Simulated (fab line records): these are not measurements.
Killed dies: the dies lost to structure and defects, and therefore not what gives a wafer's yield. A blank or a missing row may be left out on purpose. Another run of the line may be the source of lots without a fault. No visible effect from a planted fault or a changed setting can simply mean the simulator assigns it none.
The tool behind it: which one?    flow gf180mcu    36 wafers from 12 lots sampled at 2 of the route's 602 steps

WHAT THE GAUGES READ, wafer by wafer
GF_VT_IMPLANT_TW_MEAS_43.
lot   measured      on             VT_IMPLANT_4_TW
L424  day 7 22:44   film-metro-01  690 691 690
L425  day 8 07:34   film-metro-01  689 687 689
L427  day 8 19:47   film-metro-04  691 690 692
L431  day 10 00:46  film-metro-04  683 684 687
L433  day 10 17:19  film-metro-03  687 689 687
L438  day 11 23:03  film-metro-03  682 681 681
L439  day 12 05:22  film-metro-03  680 685 686
L440  day 12 11:20  film-metro-03  686 689 683
L443  day 13 05:22  film-metro-01  688 688 686
L444  day 13 10:13  film-metro-01  691 691 686
L445  day 13 18:04  film-metro-03  688 686 683
L446  day 14 03:19  film-metro-04  686 687 690

GF_V1_CD_MEAS_14: target cd 260 nm.
lot   measured      on         cd-nm (nm)
L424  day 18 22:25  cd-sem-01  260.6 259.2 260.4
L425  day 19 05:52  cd-sem-02  259.6 260.8 261.2
L427  day 20 05:04  cd-sem-02  258.6 258.9 259.4
L431  day 22 00:51  cd-sem-02  259.1 259.4 259.3
L433  day 22 14:20  cd-sem-02  260.6 260.8 261.2
L438  day 24 07:40  cd-sem-02  261.1 261.4 260.7
L439  day 24 09:19  cd-sem-02  259.0 259.7 258.0
L440  day 24 16:41  cd-sem-02  260.0 260.6 259.0
L443  day 25 11:10  cd-sem-01  258.7 259.1 258.7
L444  day 25 17:01  cd-sem-02  259.8 260.2 260.0
L445  day 26 06:49  cd-sem-01  259.9 259.8 259.6
L446  day 26 13:02  cd-sem-02  260.6 259.5 260.1

WHICH TOOL RAN EACH LOT (tool, then ch and the chambers of the sampled wafers, then the start)
No process step before these readings appears in the record.

WHAT THE TOOLS THEMSELVES READ (means of the sampled wafers that have a number; where no wafer has one, the mark that the record gives instead)
The record holds no such reading with a usual standard deviation.

THE ANSWER, worked out from the rows above alone
Rule: usual is defined by the lots themselves. Put in order of their means at a reading, lots are off if they are a third of the lots or fewer, leave a main group of 4 or more, and stand apart from it by a gap of 3 or more times the standard deviation of the main group's means; of several such gaps the widest counts. A main group whose means are all the same, to the digits that the tables above print for the reading, isn't used. A lot without any number at a reading at which 4 lots or more have one is off too. Any other lot the step has rows for is counted as sound. After the gauges, taken in route order, come the tools' own readings; for these a lot's mean is taken, as printed above. The first step at which some lot is off is used, and at that step the reading that is off furthest; a lot without a number counts as furthest.
No lot is off on any of the readings shown, so nothing can be concluded from this.

WHAT WAS PUT IN BY THE SIMULATOR
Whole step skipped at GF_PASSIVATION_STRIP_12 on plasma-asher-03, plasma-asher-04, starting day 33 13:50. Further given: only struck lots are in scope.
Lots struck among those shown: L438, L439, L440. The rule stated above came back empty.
